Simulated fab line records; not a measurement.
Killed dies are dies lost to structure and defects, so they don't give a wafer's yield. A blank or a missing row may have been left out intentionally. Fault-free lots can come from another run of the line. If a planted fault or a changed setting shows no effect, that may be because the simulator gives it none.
Which tool was responsible? / flow sky130 / route of 708 steps, sampled at 1 step: 11 lots, 33 wafers

## WHAT THE GAUGES SHOWED, per wafer
SKY_VIA1_OVL_MEAS_13.
lot=L236; measured=day 34 06:06; on=overlay-01; VIA1_OVL (nm)=9 9 5
lot=L237; measured=day 34 17:54; on=overlay-01; VIA1_OVL (nm)=-6 -6 -4
lot=L238; measured=day 34 23:32; on=overlay-01; VIA1_OVL (nm)=-2 -13 -7
lot=L239; measured=day 35 22:40; on=overlay-01; VIA1_OVL (nm)=-2 3 5
lot=L241; measured=day 36 07:52; on=overlay-01; VIA1_OVL (nm)=1 6 2
lot=L249; measured=day 39 07:46; on=overlay-02; VIA1_OVL (nm)=-1 -3 2
lot=L252; measured=day 39 13:09; on=overlay-02; VIA1_OVL (nm)=-7 -5 -2
lot=L254; measured=day 39 23:55; on=overlay-01; VIA1_OVL (nm)=1 0 8
lot=L255; measured=day 39 23:56; on=overlay-02; VIA1_OVL (nm)=-18 -9 -7
lot=L256; measured=day 40 17:15; on=overlay-01; VIA1_OVL (nm)=9 3 2
lot=L257; measured=day 41 00:46; on=overlay-01; VIA1_OVL (nm)=7 1 4

## TOOL THAT RAN EACH LOT (tool first, then ch and the chambers of the sampled wafers, then the start)
No process step before these readings appears in the record.

## WHAT THE TOOLS THEMSELVES READ (means of the sampled wafers that have a number; where no wafer has one, the mark that the record gives instead)
The record holds no such reading with a usual standard deviation.

## THE ANSWER, worked out from the rows above alone
Rule: what is usual is taken from the lots themselves. Put in order of their means at a reading, lots are off if they are a third of the lots or fewer, leave a main group of 4 or more, and stand apart from it by a gap of 3 or more times the standard deviation of the main group's means; of several such gaps the widest counts. The tables above print the reading to a certain number of digits; a main group whose means all agree to those digits is not used. A lot without any number at a reading at which 4 lots or more have one is off too. Any other lot the step has rows for is counted as sound. First the gauges in route order, then the tools' own readings, where a lot's mean is used as printed above. At the first step where some lot is off, the reading lying furthest off is the one used; lots without a number count as furthest.
Across all readings shown, no lot is off: no conclusion can be drawn from this.

## WHAT THE SIMULATOR PUT IN
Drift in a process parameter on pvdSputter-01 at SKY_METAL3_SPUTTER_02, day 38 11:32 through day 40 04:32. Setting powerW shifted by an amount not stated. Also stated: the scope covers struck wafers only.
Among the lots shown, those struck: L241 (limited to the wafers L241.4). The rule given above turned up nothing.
